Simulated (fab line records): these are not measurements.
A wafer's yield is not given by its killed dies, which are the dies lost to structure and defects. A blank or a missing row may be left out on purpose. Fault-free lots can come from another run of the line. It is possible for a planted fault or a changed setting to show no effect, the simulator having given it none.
Chamber matching	flow gf180mcu	GF_V5_CMP_04 on cmp-02 has 4 sister chambers
The step polishes SiO2. 4 wafers are shown with their chamber, then 10 later ones without.

WAFERS WITH THEIR CHAMBER
wafer	chamber	motor current A (A)
L919.1	3	10.5
L919.6	1	12.6
L920.1	0	11.6
L920.4	2	13.0

WAFERS WITH NO CHAMBER GIVEN
wafer	motor current A (A)
L920.5	13.3
L921.2	11.3
L921.3	13.4
L921.4	10.6
L922.1	12.3
L922.2	12.3
L922.6	10.4
L926.1	13.4
L926.2	10.8
L926.3	10.8

THE CHAMBER EACH PASSED THROUGH
wafer	from the rows above	in truth
L920.5	can't be placed: 2 or 1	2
L921.2	can't be placed: 0 or 3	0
L921.3	can't be placed: 2 or 1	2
L921.4	3	3
L922.1	can't be placed: 1 or 2 or 0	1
L922.2	can't be placed: 1 or 2 or 0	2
L922.6	3	3
L926.1	can't be placed: 2 or 1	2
L926.2	can't be placed: 3 or 0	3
L926.3	can't be placed: 3 or 0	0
Correct placement for 2 of the 10. From these rows, 8 cannot be placed; in 8 the true chamber is one of the candidates. Placed wrongly: 0.
How it was worked out, from the rows above alone: a wafer's distance from a chamber is the root of the sum, over the readings, of the square of ((its reading less the chamber's mean) divided by the reading's scatter). If the next closest chamber is less than 2 further off than the closest, the wafer can't be placed; otherwise it belongs to the closest. For every chamber, the mean is computed from those of its wafers that are shown. The scatter: root of mean squared gap, hidden wafer to nearest shown wafer, with one shown wafer a chamber.
